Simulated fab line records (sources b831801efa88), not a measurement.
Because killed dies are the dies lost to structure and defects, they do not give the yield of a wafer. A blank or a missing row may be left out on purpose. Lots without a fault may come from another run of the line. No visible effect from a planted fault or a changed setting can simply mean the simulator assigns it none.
Chamber matching    flow sky130    SKY_VIA1_CMP_02 on cmp-02: 4 sister chambers
The step polishes SiO2. 4 wafers are shown with their chamber, then 9 later ones without.

EACH WAFER AND ITS CHAMBER
wafer   chamber  motor current A (A)
L770.3  1        13.4
L771.2  0        11.3
L771.4  2        12.3
L771.5  3        11.7

WAFERS MISSING THEIR CHAMBER
wafer   motor current A (A)
L772.2  11.8
L772.5  13.6
L772.6  13.1
L775.1  12.9
L775.5  13.8
L775.6  12.7
L776.1  11.9
L776.4  11.5
L776.6  13.1

CHAMBER TAKEN BY EACH
wafer   from the rows above           in truth
L772.2  can't be placed: 3 or 0 or 2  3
L772.5  1                             1
L772.6  can't be placed: 1 or 2       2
L775.1  can't be placed: 1 or 2       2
L775.5  1                             1
L775.6  can't be placed: 2 or 1 or 3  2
L776.1  can't be placed: 3 or 2 or 0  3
L776.4  can't be placed: 0 or 3 or 2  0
L776.6  can't be placed: 1 or 2       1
Placed correctly: 2 of 9. Cannot be placed on the basis of these rows: 7; the candidates contain the true chamber in 7. Placed wrongly: 0.
How it was worked out, from the rows above alone: a wafer's distance from a chamber is the root of the sum, over the readings, of the square of ((its reading less the chamber's mean) divided by the reading's scatter). If the next closest chamber is less than 2 further off than the closest, the wafer can't be placed; otherwise it belongs to the closest. For every chamber, the mean is computed from those of its wafers that are shown. The scatter: with one shown wafer a chamber, the root of the mean of the squares of how far each hidden wafer lies from its nearest shown one.
